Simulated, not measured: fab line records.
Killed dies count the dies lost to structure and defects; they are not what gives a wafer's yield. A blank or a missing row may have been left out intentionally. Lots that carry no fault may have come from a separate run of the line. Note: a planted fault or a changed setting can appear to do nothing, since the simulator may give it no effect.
fab line records -- flow sky130
[record] lots = 10, wafers = 30, last_day = 50
route steps=708 shown METAL1@450 METAL2@483 PAD_OPEN@708
lots that met no fault: taken from a fault-free run of the same line
start_h: hours from the record's opening day to when the first of the lot's shown wafers began -- wait_h: hours since the lot's step before -- " same as the row above -- L1.1+2: one row covering several wafers at once -- - no value, or no start given -- * or withheld: withheld -- < > ~ a bound
route shown NAME@n: a module of which the file shows steps, and the number in the route of the first -- usual: mean/standard deviation of fault-free wafers -- same: alike in all rows -- chamber/n: place in a boat -- sites: the reading at each site -- _std_site: how widely they spread, as a standard deviation -- _edge_site: inner sites' mean taken away from outer sites' mean -- radius_mm: how far each site lies from the wafer's centre -- mask NAME#n: copy n -- behind: the last tool/chamber to shape the wafer -- hold: cause of the lot's hold/its duration in hours/its outcome -- device: which transistor (n, p or np) failed to switch -- end of line: the route-end tests of the same wafers -- a step without rows: its recipe alone -- killed: dies lost to structure and defects at the first sort, not the wafer's yield -- map: a wafer's dies, x killed, . not, _ none there
set.NAME: the run value of the setting; set.NAME@STEP: its run value at that earlier step -- model.NAME: the simulator's own value behind a step, which no gauge read
the route's steps for a sample of lots (tables are steps, rows are wafers)
services: the hour from which a tool's chamber was out of use, counted from the record's first day as start_h (under 0 if before that day), plus the number of hours and why
[[steps]]
[step SKY_METAL1_OVL_MEAS_16]
[usual] METAL1_OVL = -1/5.4
lot.wafer,tool,chamber,start_h,wait_h,METAL1_OVL[nm]
L305.3,overlay-01,-,768.22,0.1,-2
L305.4,overlay-01,-,768.22,0.1,6
L305.6,overlay-01,-,768.22,0.1,3
L308.1,overlay-02,-,783.00,0.1,-10
L308.4,overlay-02,-,783.00,0.1,-11
L308.5,overlay-02,-,783.00,0.1,-11
L313.1,overlay-02,-,821.65,0.1,8
L313.3,overlay-02,-,821.65,0.1,6
L313.5,overlay-02,-,821.65,0.1,13
L314.1,overlay-02,-,824.74,0.1,0
L314.3,overlay-02,-,824.74,0.1,6
L314.5,overlay-02,-,824.74,0.1,9
L317.1,overlay-02,-,847.99,0.1,0
L317.5,overlay-02,-,847.99,0.1,-8
L317.6,overlay-02,-,847.99,0.1,2
L321.1,overlay-01,-,875.49,0.1,-4
L321.3,overlay-01,-,875.49,0.1,-1
L321.6,overlay-01,-,875.49,0.1,-6
L324.2,overlay-01,-,897.55,0.1,-5
L324.5,overlay-01,-,897.55,0.1,-5
L324.6,overlay-01,-,897.55,0.1,-6
L325.1,overlay-01,-,914.76,0.1,0
L325.2,overlay-01,-,914.76,0.1,4
L325.6,overlay-01,-,914.76,0.1,-3
L326.1,overlay-01,-,929.36,0.1,3
L326.4,overlay-01,-,929.36,0.1,-1
L326.6,overlay-01,-,929.36,0.1,0
L328.3,overlay-02,-,932.16,0.1,-4
L328.5,overlay-02,-,932.16,0.1,-6
L328.6,overlay-02,-,932.16,0.1,-3
[step SKY_METAL1_STRIP_20]
[recipe] chemistry = O2/N2, power_w = 1400, pressure_mtorr = 1500, platen_temp_c = withheld, o2_flow_sccm = 3000, n2_flow_sccm = 300, overash_fraction = 0.5
[usual] drypump_motor_current_A = 5.7/0.39, oes_product_au = 0.342/0.0051, strip_time_to_endpoint_s = 2.689/0.028
lot.wafer,tool,chamber,start_h,wait_h,drypump_motor_current_A,oes_product_au,rf_hours_counter_h,strip_time_to_endpoint_s
L305.3,plasma_asher-02,0,768.46,0.1,5.3,0.334,-,2.669
L305.4,plasma_asher-02,1,768.46,0.1,6.1,0.341,-,2.652
L305.6,plasma_asher-02,1,768.46,0.1,6.1,0.346,-,2.654
L308.1,plasma_asher-01,0,783.22,0.1,5.7,0.338,4,2.696
L308.4,plasma_asher-01,0,783.22,0.1,5.7,0.337,-,2.680
L308.5,plasma_asher-01,0,783.22,0.1,5.7,0.344,-,2.704
L313.1,plasma_asher-03,1,821.87,0.1,5.2,0.340,105,2.690
L313.3,plasma_asher-03,0,821.87,0.1,6.2,0.339,-,2.689
L313.5,plasma_asher-03,0,821.87,0.1,6.2,0.357,-,2.725
L314.1,plasma_asher-01,0,824.97,0.1,5.7,0.339,8,2.695
L314.3,plasma_asher-01,1,824.97,0.1,5.9,0.340,-,2.664
L314.5,plasma_asher-01,0,824.97,0.1,5.7,0.345,-,2.680
L317.1,plasma_asher-03,1,848.40,0.1,5.2,0.335,107,2.697
L317.5,plasma_asher-03,0,848.40,0.1,6.2,0.335,-,2.676
L317.6,plasma_asher-03,1,848.40,0.1,5.2,0.339,-,2.718
L321.1,plasma_asher-03,1,875.72,0.1,5.2,0.340,110,2.680
L321.3,plasma_asher-03,1,875.72,0.1,5.2,0.340,-,2.700
L321.6,plasma_asher-03,0,875.72,0.1,6.2,0.343,-,2.695
L324.2,plasma_asher-01,1,897.77,0.1,5.9,0.344,15,2.675
L324.5,plasma_asher-01,0,897.77,0.1,5.7,0.344,-,2.684
L324.6,plasma_asher-01,1,897.77,0.1,5.9,0.343,-,2.716
L325.1,plasma_asher-02,0,914.98,0.1,5.3,0.350,77,2.705
L325.2,plasma_asher-02,1,914.98,0.1,6.1,0.342,77,2.677
L325.6,plasma_asher-02,0,914.98,0.1,5.3,0.330,-,2.705
L326.1,plasma_asher-02,0,929.76,0.1,5.2,0.343,78,2.696
L326.4,plasma_asher-02,0,929.76,0.1,5.2,0.341,-,2.694
L326.6,plasma_asher-02,0,929.76,0.1,5.2,0.346,-,2.696
L328.3,plasma_asher-03,1,932.40,0.1,5.2,0.346,-,2.681
L328.5,plasma_asher-03,0,932.40,0.1,6.2,0.346,-,2.707
L328.6,plasma_asher-03,1,932.40,0.1,5.2,0.344,-,2.682
[step SKY_METAL2_SPUTTER_00]
[recipe] material = Ti, target_thk_nm = 15, power_w = 3000, time_s = 10, chamber_pressure_pa = 0.4
[usual] throttle_valve_pct = 30.0/1.1
[same] time_s = 10
lot.wafer,tool,chamber,start_h,wait_h,throttle_valve_pct
L305.3,pvd_sputter-03,-,797.39,0.2,28.7
L305.4,pvd_sputter-03,-,797.39,0.2,29.3
L305.6,pvd_sputter-03,-,797.39,0.2,30.9
L308.1,pvd_sputter-02,-,811.98,0.2,28.7
L308.4,pvd_sputter-02,-,811.98,0.2,31.8
L308.5,pvd_sputter-02,-,811.98,0.2,29.2
L313.1,pvd_sputter-01,-,850.09,0.1,29.4
L313.3,pvd_sputter-01,-,850.09,0.1,31.2
L313.5,pvd_sputter-01,-,850.09,0.1,31.5
L314.1,pvd_sputter-03,-,853.77,0.1,28.5
L314.3,pvd_sputter-03,-,853.77,0.1,31.1
L314.5,pvd_sputter-03,-,853.77,0.1,31.0
L317.1,pvd_sputter-02,-,876.81,0.1,29.0
L317.5,pvd_sputter-02,-,876.81,0.1,31.9
L317.6,pvd_sputter-02,-,876.81,0.1,29.3
L321.1,pvd_sputter-02,-,903.36,0.1,29.0
L321.3,pvd_sputter-02,-,903.36,0.1,28.9
L321.6,pvd_sputter-02,-,903.36,0.1,31.6
L324.2,pvd_sputter-03,-,924.54,0.1,30.8
L324.5,pvd_sputter-03,-,924.54,0.1,31.0
L324.6,pvd_sputter-03,-,924.54,0.1,29.6
L325.1,pvd_sputter-03,-,941.71,0.2,31.0
L325.2,pvd_sputter-03,-,941.71,0.2,29.6
L325.6,pvd_sputter-03,-,941.71,0.2,30.9
L326.1,pvd_sputter-03,-,956.45,0.2,29.3
L326.4,pvd_sputter-03,-,956.45,0.2,31.3
L326.6,pvd_sputter-03,-,956.45,0.2,29.4
L328.3,pvd_sputter-03,-,959.57,0.2,31.0
L328.5,pvd_sputter-03,-,959.57,0.2,30.8
L328.6,pvd_sputter-03,-,959.57,0.2,31.3
[step SKY_METAL2_ETCH_18]
[recipe] chemistry = N2/H2, target = BARC, ion_energy_ev = 200, bias_w = 100, pressure_mtorr = 30, n2_flow_sccm = 100, h2_flow_sccm = 200, icp_w = 500, stop_on = SiO2, time_s = 45.9, target_depth_a = 600
[usual] bias_w = 100.03/0.28, drypump_motor_current_A = 5.66/0.089, h2_flow_sccm = 199.9/0.64, oes_product_au = 0.854/0.0048, throttle_valve_pct = 13.224/0.0094
[same] time_s = 45.9
lot.wafer,tool,chamber,start_h,wait_h,bias_w,drypump_motor_current_A,h2_flow_sccm,oes_product_au,rf_hours_counter_h,throttle_valve_pct
L305.3,rie_metal-03,0,824.18,0.0,99.43,5.67,200.1,0.850,-,13.219
L305.4,rie_metal-03,1,824.18,0.0,100.20,5.71,200.1,0.851,-,13.219
L305.6,rie_metal-03,0,824.18,0.0,99.59,5.66,199.5,0.848,-,13.211
L308.1,rie_metal-03,0,837.86,0.0,100.12,5.66,200.0,0.859,10,13.234
L308.4,rie_metal-03,1,837.86,0.0,100.37,5.71,199.3,0.850,-,13.219
L308.5,rie_metal-03,1,837.86,0.0,100.21,5.75,199.4,0.854,-,13.221
L313.1,rie_metal-03,0,875.91,0.0,99.81,5.65,199.0,0.864,11,13.232
L313.3,rie_metal-03,0,875.91,0.0,99.54,5.66,199.5,0.859,-,13.223
L313.5,rie_metal-03,0,875.91,0.0,99.85,5.63,199.5,0.855,-,13.208
L314.1,rie_metal-03,0,879.62,0.0,99.67,5.65,199.3,0.853,12,13.225
L314.3,rie_metal-03,0,879.62,0.0,99.79,5.62,200.5,0.857,-,13.245
L314.5,rie_metal-03,1,879.62,0.0,99.91,5.74,200.7,0.859,-,13.227
L317.1,rie_metal-03,1,902.96,0.0,100.39,5.77,199.9,0.848,9,13.221
L317.5,rie_metal-03,1,902.96,0.0,100.22,5.75,200.4,0.856,-,13.228
L317.6,rie_metal-03,0,902.96,0.0,100.13,5.65,200.7,0.851,-,13.216
L321.1,rie_metal-02,1,927.92,0.0,100.22,5.62,200.1,0.859,9,13.227
L321.3,rie_metal-02,0,927.92,0.0,99.89,5.77,198.4,0.848,-,13.251
L321.6,rie_metal-02,0,927.92,0.0,100.18,5.79,198.5,0.850,-,13.228
L324.2,rie_metal-02,1,949.06,0.0,100.18,5.65,198.7,0.864,10,13.230
L324.5,rie_metal-02,1,949.06,0.0,100.04,5.67,198.4,0.853,-,13.217
L324.6,rie_metal-02,0,949.06,0.0,99.56,5.77,200.8,0.853,-,13.220
L325.1,rie_metal-04,0,966.01,0.0,100.07,5.62,199.9,0.853,18,13.213
L325.2,rie_metal-04,1,966.01,0.0,100.04,5.50,199.8,0.852,2,13.228
L325.6,rie_metal-04,1,966.01,0.0,99.97,5.50,200.2,0.859,-,13.226
L326.1,rie_metal-02,1,982.26,0.1,100.33,5.66,198.4,0.848,11,13.232
L326.4,rie_metal-02,1,982.26,0.1,100.03,5.65,199.4,0.858,-,13.234
L326.6,rie_metal-02,1,982.26,0.1,100.27,5.64,199.6,0.858,-,13.222
L328.3,rie_metal-03,0,983.29,0.0,100.60,5.65,198.9,0.852,-,13.235
L328.5,rie_metal-03,1,983.29,0.0,100.31,5.76,199.4,0.855,-,13.213
L328.6,rie_metal-03,0,983.29,0.0,100.07,5.63,199.2,0.854,-,13.244
[step SKY_METAL2_STRIP_20]
[recipe] chemistry = O2/N2, power_w = 1400, pressure_mtorr = 1500, platen_temp_c = withheld, o2_flow_sccm = 3000, n2_flow_sccm = 300, overash_fraction = 0.5
[usual] drypump_motor_current_A = 5.73/0.25, oes_product_au = 0.343/0.0046, strip_time_to_endpoint_s = 2.691/0.027
lot.wafer,tool,chamber,start_h,wait_h,drypump_motor_current_A,oes_product_au,rf_hours_counter_h,strip_time_to_endpoint_s
L305.3,plasma_asher-04,1,824.35,0.1,5.70,0.341,-,2.700
L305.4,plasma_asher-04,0,824.35,0.1,5.70,0.349,-,2.716
L305.6,plasma_asher-04,0,824.35,0.1,5.68,0.346,-,2.689
L308.1,plasma_asher-02,1,838.02,0.1,6.10,0.345,69,2.700
L308.4,plasma_asher-02,1,838.02,0.1,6.08,0.348,-,2.691
L308.5,plasma_asher-02,0,838.02,0.1,5.27,0.343,-,2.715
L313.1,plasma_asher-04,1,876.07,0.1,5.68,0.348,44,2.707
L313.3,plasma_asher-04,0,876.07,0.1,5.71,0.344,-,2.668
L313.5,plasma_asher-04,0,876.07,0.1,5.68,0.337,-,2.428
L314.1,plasma_asher-04,0,879.77,0.1,5.72,0.347,45,2.691
L314.3,plasma_asher-04,1,879.77,0.1,5.70,0.339,-,2.698
L314.5,plasma_asher-04,1,879.77,0.1,5.69,0.327,-,2.442
L317.1,plasma_asher-04,1,903.12,0.1,5.73,0.343,47,2.708
L317.5,plasma_asher-04,0,903.12,0.1,5.70,0.324,-,2.423
L317.6,plasma_asher-04,1,903.12,0.1,5.71,0.331,-,2.379
L321.1,plasma_asher-01,0,928.07,0.1,5.69,0.343,18,2.677
L321.3,plasma_asher-01,1,928.07,0.1,5.92,0.340,-,2.644
L321.6,plasma_asher-01,1,928.07,0.1,5.91,0.347,-,2.674
L324.2,plasma_asher-02,0,949.22,0.1,5.29,0.342,79,2.714
L324.5,plasma_asher-02,1,949.22,0.1,6.06,0.342,-,2.720
L324.6,plasma_asher-02,0,949.22,0.1,5.27,0.342,-,2.673
L325.1,plasma_asher-02,0,966.17,0.1,5.27,0.341,81,2.686
L325.2,plasma_asher-02,1,966.17,0.1,6.10,0.340,81,2.723
L325.6,plasma_asher-02,0,966.17,0.1,5.23,0.349,-,2.744
L326.1,plasma_asher-02,0,982.56,0.1,5.25,0.346,83,2.687
L326.4,plasma_asher-02,1,982.56,0.1,6.08,0.345,-,2.690
L326.6,plasma_asher-02,0,982.56,0.1,5.26,0.345,-,2.720
L328.3,plasma_asher-01,1,983.46,0.1,5.92,0.343,-,2.635
L328.5,plasma_asher-01,1,983.46,0.1,5.92,0.341,-,2.654
L328.6,plasma_asher-01,0,983.46,0.1,5.69,0.352,-,2.653
[step SKY_PAD_OPEN_PROBE_99]
[usual] defect_limited_yield = 82.5/1.9, killed_at_M0_to_M3 = 44/7.2, killed_at_M4_up = 3.1/1.7, killed_at_contacts = 25/5.1, killed_at_front_end = 14/4.6, killed_at_other = 0.3/0.59, killed_dies = 86/9.6, killed_on_rim = 17/4.1, killed_open = 47/7.4, killed_short = 39/6, sort_bin_3_pad_short = 0.8/0.4, sort_bin_5_function = 10.4/1.5, sort_bin_6_memory = 6.2/1.1, sort_n_pass = 406/9.6, sort_yield_pct = 82.5/1.9
[same] gross_dies = 492, killed_at_back_side = 0, sort_bin_4_leakage[%] = 0, sort_bin_8_speed[%] = 0
lot.wafer,tool,chamber,start_h,wait_h,defect_limited_yield[%],killed_at_M0_to_M3,killed_at_M4_up,killed_at_contacts,killed_at_front_end,killed_at_other,killed_dies,killed_on_rim,killed_open,killed_short,sort_bin_3_pad_short[%],sort_bin_5_function[%],sort_bin_6_memory[%],sort_n_pass,sort_yield_pct[%]
L308.1,prober-01,-,1087.21,0.1,84.1,39,5,18,15,1,78,15,42,36,1.2,9.3,5.3,414,84.1
L308.4,prober-01,-,1087.36,0.2,83.1,37,4,28,13,1,83,18,47,36,0.2,9.8,6.9,409,83.1
L308.5,prober-01,-,1087.41,0.2,82.3,49,1,18,19,0,87,18,53,34,0.2,10.0,7.5,405,82.3
L313.1,prober-02,-,1117.95,0.1,85.6,45,2,18,6,0,71,18,41,30,0.8,7.9,5.7,421,85.6
L313.3,prober-02,-,1118.05,0.2,82.7,48,3,19,15,0,85,8,48,37,0.2,10.6,6.5,407,82.7
L313.5,prober-02,-,1118.15,0.2,78.9,50,2,34,17,1,104,16,59,45,0.6,11.8,8.7,388,78.9
L314.1,prober-01,-,1120.60,0.1,79.1,46,3,28,25,1,103,24,60,43,1.0,12.2,7.7,389,79.1
L314.3,prober-01,-,1120.70,0.2,81.5,36,6,32,17,0,91,18,47,44,1.0,11.4,6.1,401,81.5
L314.5,prober-01,-,1120.80,0.2,80.7,36,2,43,13,1,95,18,48,47,1.6,9.8,7.9,397,80.7
L317.1,prober-02,-,1140.13,0.1,83.1,45,2,24,12,0,83,16,35,48,1.4,10.4,5.1,409,83.1
L317.5,prober-02,-,1140.33,0.2,82.9,46,3,27,8,0,84,20,43,41,0.6,10.8,5.7,408,82.9
L317.6,prober-02,-,1140.38,0.2,84.6,33,1,24,18,0,76,14,44,32,1.0,9.3,5.1,416,84.6
L324.2,prober-01,-,1171.74,0.1,85.8,39,1,18,12,0,70,13,41,29,0.4,9.3,4.5,422,85.8
L324.5,prober-01,-,1171.89,0.2,84.3,42,2,24,9,0,77,14,43,34,0.2,9.3,6.1,415,84.3
L324.6,prober-01,-,1171.94,0.2,81.9,47,6,25,11,0,89,13,46,43,1.0,10.6,6.5,403,81.9
L328.3,prober-02,-,1195.55,0.2,81.1,48,0,23,21,1,93,22,49,44,0.6,11.6,6.7,399,81.1
L328.5,prober-02,-,1195.65,0.2,82.1,40,3,32,13,0,88,16,52,36,0.4,10.8,6.7,404,82.1
L328.6,prober-02,-,1195.70,0.2,85.8,39,0,25,6,0,70,17,38,32,1.0,8.7,4.5,422,85.8
// killed by level:class
L308.1 CONTACT:geometric_particle:open=10 METAL1:geometric_particle:short=6 VIA1:geometric_particle:open=6 VIA3:geometric_particle:open=5 FIELD_ISO:geometric_particle:short=4 POLY_GATE:geometric_particle:short=4 LI_CONTACT:geometric_particle:open=4 METAL3:geometric_particle:short=4
L308.4 CONTACT:geometric_particle:open=10 LI_CONTACT:geometric_particle:open=9 VIA3:geometric_particle:open=9 CONTACT:geometric_particle:short=7 VIA1:geometric_particle:short=6 VIA1:geometric_particle:open=6 FIELD_ISO:geometric_particle:open=4 VIA2:geometric_particle:short=4
L308.5 VIA1:geometric_particle:open=14 LI_CONTACT:geometric_particle:open=10 VIA2:geometric_particle:open=8 FIELD_ISO:geometric_particle:short=6 POLY_GATE:geometric_particle:open=6 METAL1:geometric_particle:short=6 VIA1:geometric_particle:short=5 VIA3:geometric_particle:open=5
L313.1 VIA2:geometric_particle:open=10 VIA1:geometric_particle:open=9 LI_CONTACT:geometric_particle:open=8 VIA1:geometric_particle:short=7 METAL2:geometric_particle:short=7 VIA3:geometric_particle:open=6 CONTACT:geometric_particle:open=4 LOCAL_INTERCONNECT:geometric_particle:short=3
L313.3 VIA1:geometric_particle:open=10 VIA1:geometric_particle:short=7 CONTACT:geometric_particle:open=6 VIA2:geometric_particle:open=6 FIELD_ISO:geometric_particle:short=5 FIELD_ISO:geometric_particle:open=5 LI_CONTACT:geometric_particle:open=5 VIA3:geometric_particle:open=5
L313.5 CONTACT:geometric_particle:open=12 LI_CONTACT:geometric_particle:open=8 CONTACT:geometric_particle:short=8 VIA1:geometric_particle:open=8 VIA2:geometric_particle:open=8 VIA3:geometric_particle:open=8 METAL2:geometric_particle:short=7 FIELD_ISO:geometric_particle:open=6
L314.1 CONTACT:geometric_particle:open=11 VIA1:geometric_particle:open=11 VIA2:geometric_particle:open=10 LOCAL_INTERCONNECT:geometric_particle:short=9 SPACER:geometric_particle:short=5 METAL1:geometric_particle:short=5 FIELD_ISO:geometric_particle:open=4 SPACER:geometric_particle:open=4
L314.3 CONTACT:geometric_particle:open=12 LI_CONTACT:geometric_particle:open=9 METAL1:geometric_particle:short=8 METAL1:geometric_particle:open=6 VIA2:geometric_particle:open=6 FIELD_ISO:geometric_particle:short=5 CONTACT:geometric_particle:short=5 VIA1:geometric_particle:open=5
L314.5 CONTACT:geometric_particle:open=13 LI_CONTACT:geometric_particle:open=10 CONTACT:geometric_particle:short=10 LOCAL_INTERCONNECT:geometric_particle:short=8 VIA1:geometric_particle:open=8 FIELD_ISO:geometric_particle:short=6 METAL3:geometric_particle:short=6 METAL1:geometric_particle:short=4
L317.1 METAL2:geometric_particle:short=9 CONTACT:geometric_particle:open=9 VIA1:geometric_particle:open=7 VIA2:geometric_particle:open=6 METAL1:geometric_particle:short=5 VIA3:geometric_particle:short=5 FIELD_ISO:geometric_particle:open=4 LI_CONTACT:geometric_particle:open=4
L317.5 CONTACT:geometric_particle:open=12 METAL2:geometric_particle:short=9 VIA3:geometric_particle:open=6 METAL1:geometric_particle:short=6 VIA1:geometric_particle:open=6 VIA2:geometric_particle:open=6 CONTACT:geometric_particle:short=5 LOCAL_INTERCONNECT:geometric_particle:short=4
L317.6 VIA1:geometric_particle:open=14 POLY_GATE:geometric_particle:short=8 LI_CONTACT:geometric_particle:open=8 CONTACT:geometric_particle:open=6 METAL1:geometric_particle:short=5 VIA2:geometric_particle:open=5 LOCAL_INTERCONNECT:geometric_particle:short=4 CONTACT:geometric_particle:short=4
L324.2 VIA1:geometric_particle:open=12 CONTACT:geometric_particle:open=8 VIA3:geometric_particle:open=6 FIELD_ISO:geometric_particle:short=4 LI_CONTACT:geometric_particle:open=4 METAL1:geometric_particle:short=4 VIA3:geometric_particle:short=4 POLY_CUT:geometric_particle:open=3
L324.5 VIA1:geometric_particle:open=14 CONTACT:geometric_particle:open=11 VIA1:geometric_particle:short=6 CONTACT:geometric_particle:short=5 METAL1:geometric_particle:short=5 POLY_GATE:geometric_particle:short=4 LI_CONTACT:geometric_particle:short=4 LI_CONTACT:geometric_particle:open=4
L324.6 VIA1:geometric_particle:open=13 VIA3:geometric_particle:open=12 CONTACT:geometric_particle:open=8 METAL2:geometric_particle:short=7 LOCAL_INTERCONNECT:geometric_particle:short=6 METAL4:geometric_particle:short=6 LI_CONTACT:geometric_particle:short=5 METAL1:geometric_particle:short=5
L328.3 VIA1:geometric_particle:open=8 LI_CONTACT:geometric_particle:open=8 METAL1:geometric_particle:short=8 FIELD_ISO:geometric_particle:short=6 CONTACT:geometric_particle:open=6 VIA3:geometric_particle:open=6 VIA2:geometric_particle:open=6 LOCAL_INTERCONNECT:geometric_particle:short=5
L328.5 LI_CONTACT:geometric_particle:open=12 VIA1:geometric_particle:open=10 VIA2:geometric_particle:open=10 CONTACT:geometric_particle:open=9 POLY_GATE:geometric_particle:short=7 METAL1:geometric_particle:short=6 CONTACT:geometric_particle:short=5 LOCAL_INTERCONNECT:geometric_particle:short=4
L328.6 CONTACT:geometric_particle:open=10 METAL1:geometric_particle:short=9 VIA1:geometric_particle:open=7 VIA2:geometric_particle:open=6 METAL2:geometric_particle:short=5 LI_CONTACT:geometric_particle:open=4 LOCAL_INTERCONNECT:geometric_particle:short=4 LI_CONTACT:geometric_particle:short=3
[[services]]
tool,chamber,start_h,hours,kind
pvd_sputter-03,1,754.41,-,consumable_replace:kit
pvd_sputter-03,1,754.41,18.0,scheduled_down
pvd_sputter-03,1,754.41,18.0,vent_cycle
rie_metal-04,-,756.29,1.4,pm
rie_metal-03,1,807.25,12.8,repair
pvd_sputter-01,-,827.98,10.1,repair
rie_metal-04,0,830.44,20.5,repair
pvd_sputter-01,-,850.88,5.4,repair
plasma_asher-04,-,860.75,1.0,repair
pvd_sputter-03,-,862.52,24.1,repair
rie_metal-04,1,886.57,9.0,repair
rie_metal-03,-,886.91,5.7,repair
pvd_sputter-02,-,911.20,1.0,repair
rie_metal-03,1,926.56,4.8,repair
pvd_sputter-03,0,935.57,-,consumable_replace:kit
pvd_sputter-03,0,935.57,18.0,scheduled_down
pvd_sputter-03,0,935.57,18.0,vent_cycle
pvd_sputter-03,-,937.20,3.6,repair
plasma_asher-02,-,939.47,6.1,repair
rie_metal-02,-,950.38,5.2,repair
rie_metal-04,0,953.71,1.1,repair
pvd_sputter-01,-,969.70,1.8,repair
pvd_sputter-01,-,974.84,60.0,repair
rie_metal-02,0,978.26,2.7,repair
[[key]]
[first_sign] step = SKY_METAL2_STRIP_20, reading = strip_time_to_endpoint_s, direction = down, sigmas = 10, usual = *, struck = *
[effect] step = SKY_METAL2_STRIP_20, reading = oes_product_au, direction = down, sigmas = 2.8, usual = 0.343, struck = 0.330
met_at SKY_METAL2_ETCH_18
struck_lots L313,L314,L317
struck_wafers L313.5,L314.5,L317.5,L317.6
not_acting_at SKY_METAL1_OVL_MEAS_16,SKY_METAL1_STRIP_20,SKY_METAL2_SPUTTER_00
onset_between 837.86 875.91
[fault] kind = process_parameter_drift, tool = rie_metal-03, chamber = -, onset_h = 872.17, steps = SKY_METAL2_ETCH_18, channel = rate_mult, offset = 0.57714, shape = step, end_h = 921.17, scope = struck_wafers_only
